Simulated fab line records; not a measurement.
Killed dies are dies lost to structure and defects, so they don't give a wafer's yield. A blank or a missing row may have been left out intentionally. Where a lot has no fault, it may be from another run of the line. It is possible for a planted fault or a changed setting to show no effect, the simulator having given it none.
A lot that was struck, set against a sound lot    flow gf180mcu    14 steps out of a route of 602
Sound: the wafers L406.1, L406.2, L406.4. The struck wafers were L396.1, L396.2, L396.3. The cause comes at the end.
For every step that has rows: the tool of each side, followed by ch and its chambers, followed by its first start. Under that, the readings that differ: sound wafers    struck wafers    difference of the means    sigmas: that difference in standard deviations of wafers without a fault.
alike: a reading whose means differ by less than 2 such deviations, as well as words and numbers matching on both sides. not compared: withheld readings; readings where some wafer has no value; bounds like >300 that might hide an equal value; numbers whose values overlap and for which the record gives no deviation.
A row with sigmas, a row that says differs or no value, or rows on one side alone: a step with any of these is where the two part. Numbers that have no deviation but don't overlap get no sigmas and don't part them. A reading missing from all wafers of one side parts the sides only when that side holds two or more wafers.

GF_VT_IMPLANT_RS_MEAS_47: uses a four-point probe to measure.
  struck on film metro-03, day 9 10:58; sound on film metro-01, day 12 09:55
  alike: NWELL_RS
GF_VT_IMPLANT_RS_MEAS_48: uses a four-point probe to measure.
  struck on film metro-03, day 9 11:05; sound on film metro-01, day 12 10:02
  alike: LVPWELL_RS
GF_VT_IMPLANT_RS_MEAS_49: uses a four-point probe to measure.
  struck on film metro-03, day 9 11:12; sound on film metro-01, day 12 10:10
  alike: MVPSD_RS
then, 4 steps without rows for these wafers: GF_VT_IMPLANT_WET_ETCH_50 (etches SiO2 in dHF, target depth 20 nm, time 400 s); GF_DUAL_GATE_CLEAN_00 (cleans in SC1/SC2, time 150 s); GF_DUAL_GATE_CLEAN_01 (cleans in dHF, time 20 s); GF_DUAL_GATE_OXIDATION_02 (stabilise 600 s, purge 300 s, target thk 10.887 nm).
GF_DUAL_GATE_THK_MEAS_03:
  struck on film metro-04, day 9 12:57; sound on film metro-03, day 12 11:55
  alike: DUAL_GATE_OXIDATION_00_THK
then, 4 steps without rows for these wafers: GF_DUAL_GATE_DEHYDRATE_04 (time 60 s); GF_DUAL_GATE_HMDS_05 (prime time 60 s); GF_DUAL_GATE_COAT_06 (resist thk 1000 nm); GF_DUAL_GATE_SOFTBAKE_07 (time 60 s).
GF_DUAL_GATE_EXPOSE_08: exposes mask Dualgate, target cd 700 nm.
  sound on iline stepper-02 ch 0, day 12 21:32; struck on iline stepper-02, day 9 21:33
  no value came back on the struck wafers for exposure dose mJ cm2, focus offset nm (nm); on the sound wafers exposure dose mJ cm2 reads 140.21 140.16 139.78
  alike: mask
following that, these wafers have no rows for 1 step: GF_DUAL_GATE_PEB_09.

## WHERE THEY PART
Within this record, at GF_DUAL_GATE_EXPOSE_08 only.

WHY: what had been put in by the simulator
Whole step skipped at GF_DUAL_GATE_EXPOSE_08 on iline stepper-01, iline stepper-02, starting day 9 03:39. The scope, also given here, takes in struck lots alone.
